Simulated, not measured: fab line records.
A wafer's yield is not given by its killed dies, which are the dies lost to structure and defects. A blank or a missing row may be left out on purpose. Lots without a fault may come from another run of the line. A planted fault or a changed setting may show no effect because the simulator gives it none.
Code-filled problem report in 8D (eight disciplines) form / flow gf180mcu / the parts of the form that need people (team, actions taken, sign-off) are left out

## 1. WHAT IS WRONG
Wafers free of any fault read -2 nm (standard deviation 5) for V4_OVL at GF_V4_OVL_MEAS_15, against a mean of 84 nm on 6 wafers of 2 lots. Measured from the usual mean, that is +17 standard deviations.
The first sign was on wafer L901.3 at day 30 11:44, on overlay-02. At this step, 36 wafers from 12 lots have a number in the record. Rule for "out" (also "out of limits"): further than 4 standard deviations from the usual mean. The rest of the wafers with a number are treated as sound.

## 2. WHAT IT IS; WHAT IT IS NOT
question=which readings at this step; is=V4_OVL; is not=-
question=which lots; is=L901, L904; is not=L882, L883, L884, L885, L888, L890, L892, L898, L899, L900
question=which wafers of those lots; is=all that have a number; is not=-
question=read on which gauges; is=overlay-01, overlay-02; is not=-
question=when; is=from day 30 11:44; is not=up to then (30 sound wafers)

## 3. THE SUSPECTS, EACH WITH WHAT RULES IT OUT
Counting: a tool at any process step up to the reading remains a suspect when it ran all the lots that are out and ran no sound lot after the first of those.
- the gauge at GF_V4_OVL_MEAS_15: ruled out. The wafers that are out were read on 2 gauges (overlay-01, overlay-02).
- pvd sputter-02 at GF_M4_SPUTTER_01 (material TiN, target thk 30 nm, time 25 s): kept. All lots that are out passed through it, beginning with L901 at day 28 20:38, and no sound lot followed; its final sound lot before that point was L900 at day 28 18:08.
- krf scanner-01 at GF_V4_EXPOSE_11 (exposes mask Via4, target cd 260 nm): kept. All lots that are out passed through it, beginning with L901 at day 30 03:04, and no sound lot followed; its final sound lot before that point was L899 at day 29 15:32.
What counting leaves: pvd sputter-02 at GF_M4_SPUTTER_01 and krf scanner-01 at GF_V4_EXPOSE_11.

## 4. THE CAUSE (what the simulator had put in)
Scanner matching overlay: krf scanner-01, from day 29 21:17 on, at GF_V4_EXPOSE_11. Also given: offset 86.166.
This tool is one of the 2 suspects left after counting.

## 5. THE CHAIN OF EFFECTS, in route order
One row per reading whose mean, taken over the struck wafers that have a number, lies over 3 standard deviations from the usual. Only readings whose record carries a usual standard deviation are examined. hours: median over the lots of the time between each lot's start at the first step of this table that gives one and its start at this step. sigmas: the change, counted in usual standard deviations.
hours=0; step=GF_V4_OVL_MEAS_15; reading=V4_OVL; usual=-2 nm; on struck wafers=84; change=+86; sigmas=+17

## 6. WHAT WOULD HAVE CAUGHT IT SOONER
In this record the first reading out of limits at a measuring or inspecting step was taken at day 30 11:44, 14 hours after the fault began at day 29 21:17.
Among the 2 lots that are out, L904 began GF_V4_EXPOSE_11 on krf scanner-01 after day 30 11:44. A hold on the tool at that time would have spared it.
